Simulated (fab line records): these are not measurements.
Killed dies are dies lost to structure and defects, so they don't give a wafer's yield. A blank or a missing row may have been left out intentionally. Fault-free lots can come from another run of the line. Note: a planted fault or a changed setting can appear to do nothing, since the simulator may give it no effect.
Check for tools in common    flow gf180mcu    14 lots and 42 wafers in the sample

## REASON FOR OPENING
GF_M4_RS_MEAS_05, reading M4_ALCU_RS: flagged on 2 of 14 lots. Wafers without a fault read 0.0696 ohm/sq, standard deviation 0.00084.
Rule: a lot is flagged in two cases, either no wafer of it has a number, or all its wafers with numbers fall more than 4 standard deviations from that mean. The rest of the lots are taken to be sound.

lot   measured      on             M4_ALCU_RS (ohm/sq), wafer by wafer  flag
L290  day 23 07:26  film metro-03  0.0679 0.0684 0.0678                 
L291  day 23 20:34  film metro-02  0.0692 0.0689 0.0693                 
L293  day 24 12:13  film metro-04  0.0700 0.0694 0.0701                 
L294  day 25 05:36  film metro-03  0.0696 0.0697 0.0694                 
L296  day 26 07:08  film metro-04  0.0690 0.0704 0.0699                 
L297  day 26 15:59  film metro-03  0.0698 0.0695 0.0700                 
L300  day 27 03:52  film metro-02  0.0691 0.0688 0.0697                 
L301  day 27 12:34  film metro-03  0.0677 0.0677 0.0680                 
L305  day 28 07:04  film metro-03  0.0636 0.0642 0.0640                 FLAGGED
L304  day 28 08:12  film metro-04  0.0633 0.0633 0.0630                 FLAGGED
L307  day 29 00:53  film metro-03  0.0715 0.0710 0.0709                 
L308  day 29 11:33  film metro-02  0.0697 0.0700 0.0698                 
L309  day 29 14:58  film metro-04  0.0711 0.0708 0.0704                 
L310  day 29 23:36  film metro-04  0.0701 0.0714 0.0705                 
The mean of the flagged lots' numbers is 0.0636 ohm/sq, -0.0060 ohm/sq from the usual (-7 standard deviations).

## WHICH TOOL EACH LOT WENT THROUGH
Before the reading, the record contains 3 process steps out of a 602-step route. In each cell: the tool, then ch and the chambers that the sampled wafers went through, then the start.
lot   flag     GF_V3_CVD_02                     GF_V3_CMP_26                   GF_M4_SPUTTER_02
L290           pecvd-03 ch 0,1,2, day 22 05:38  cmp-01 ch 0,1,2, day 23 07:00  pvd sputter-04, day 23 07:17
L291           pecvd-04 ch 0,2, day 22 19:52    cmp-02 ch 0,2, day 23 20:00    pvd sputter-01, day 23 20:26
L293           pecvd-02 ch 1,2, day 23 11:10    cmp-02 ch 0,2,3, day 24 11:45  pvd sputter-01, day 24 12:05
L294           pecvd-03 ch 0,1,2, day 24 05:05  cmp-01 ch 0,2, day 25 05:08    pvd sputter-01, day 25 05:31
L296           pecvd-02 ch 0,2, day 25 07:43    cmp-01 ch 1,2,3, day 26 06:36  pvd sputter-03, day 26 07:02
L297           pecvd-02 ch 1,2, day 25 16:34    cmp-01 ch 1,2,3, day 26 15:32  pvd sputter-03, day 26 15:52
L300           pecvd-02 ch 0,1,2, day 26 05:02  cmp-02 ch 1,2, day 27 03:19    pvd sputter-04, day 27 03:45
L301           pecvd-02 ch 0,1, day 26 14:34    cmp-02 ch 0,2,3, day 27 12:11  pvd sputter-04, day 27 12:28
L305  FLAGGED  pecvd-04 ch 0,1,2, day 27 08:40  cmp-01 ch 0,2, day 28 06:35    pvd sputter-04, day 28 06:58
L304  FLAGGED  pecvd-02 ch 1,2, day 27 10:25    cmp-01 ch 0,1,2, day 28 07:41  pvd sputter-04, day 28 08:07
L307           pecvd-03 ch 1,2, day 28 02:58    cmp-01 ch 0,1,3, day 29 00:21  pvd sputter-01, day 29 00:47
L308           pecvd-03 ch 0,1,2, day 28 14:46  cmp-02 ch 1,2,3, day 29 11:01  pvd sputter-03, day 29 11:26
L309           pecvd-02 ch 0,1, day 28 17:25    cmp-02 ch 2,3, day 29 14:26    pvd sputter-03, day 29 14:52
L310           pecvd-03 ch 0,1,2, day 29 02:34  cmp-01 ch 0,2,3, day 29 23:05  pvd sputter-01, day 29 23:28
What these steps do:
- GF_V3_CVD_02: deposits SiO2 from TEOS, target thk 850 nm, time 94.851 s.
- GF_V3_CMP_26: polishes, stops on SiO2, t overpolish 15.76 s, target thk 0 nm.
- GF_M4_SPUTTER_02: material AlCu, target thk 450 nm, time 23.9 s.
- GF_M4_RS_MEAS_05: measures by four-point-probe.

## FLAGGED AGAINST TOTAL, ONE TOOL AT A TIME (gauges that did the reading follow at the end)
step              tool            lots run  flagged  share of the flagged lots  sound lots run after its first flagged lot
GF_V3_CVD_02      pecvd-02        7         1        some                       1 (L309)
GF_V3_CVD_02      pecvd-03        5         0        none                       -
GF_V3_CVD_02      pecvd-04        2         1        some                       0
GF_V3_CMP_26      cmp-01          8         2        all                        2 (L307,L310)
GF_V3_CMP_26      cmp-02          6         0        none                       -
GF_M4_SPUTTER_02  pvd sputter-01  5         0        none                       -
GF_M4_SPUTTER_02  pvd sputter-03  4         0        none                       -
GF_M4_SPUTTER_02  pvd sputter-04  5         2        all                        0
GF_M4_RS_MEAS_05  film metro-02   3         0        none                       -
GF_M4_RS_MEAS_05  film metro-03   6         1        some                       1 (L307)
GF_M4_RS_MEAS_05  film metro-04   5         1        some                       2 (L309,L310)

## THE TABLE: WHAT IT ALLOWS
cmp-01 at GF_V3_CMP_26 and pvd sputter-04 at GF_M4_SPUTTER_02 are the 2 rows of the table that ran each flagged lot.
- cmp-01 at GF_V3_CMP_26: 2 of its 8 lots flagged. Sound lots ran on it after the first flagged one (L307, L310), which a lasting fault on the whole tool wouldn't allow.
- pvd sputter-04 at GF_M4_SPUTTER_02: 2 of its 5 lots flagged. Its last sound lot is L301 (day 27 12:28), its first flagged lot L305 (day 28 06:58): a fault that began between those two fits.
What remains is a single tool, pvd sputter-04 at GF_M4_SPUTTER_02.

## WHAT HAD BEEN PUT IN BY THE SIMULATOR
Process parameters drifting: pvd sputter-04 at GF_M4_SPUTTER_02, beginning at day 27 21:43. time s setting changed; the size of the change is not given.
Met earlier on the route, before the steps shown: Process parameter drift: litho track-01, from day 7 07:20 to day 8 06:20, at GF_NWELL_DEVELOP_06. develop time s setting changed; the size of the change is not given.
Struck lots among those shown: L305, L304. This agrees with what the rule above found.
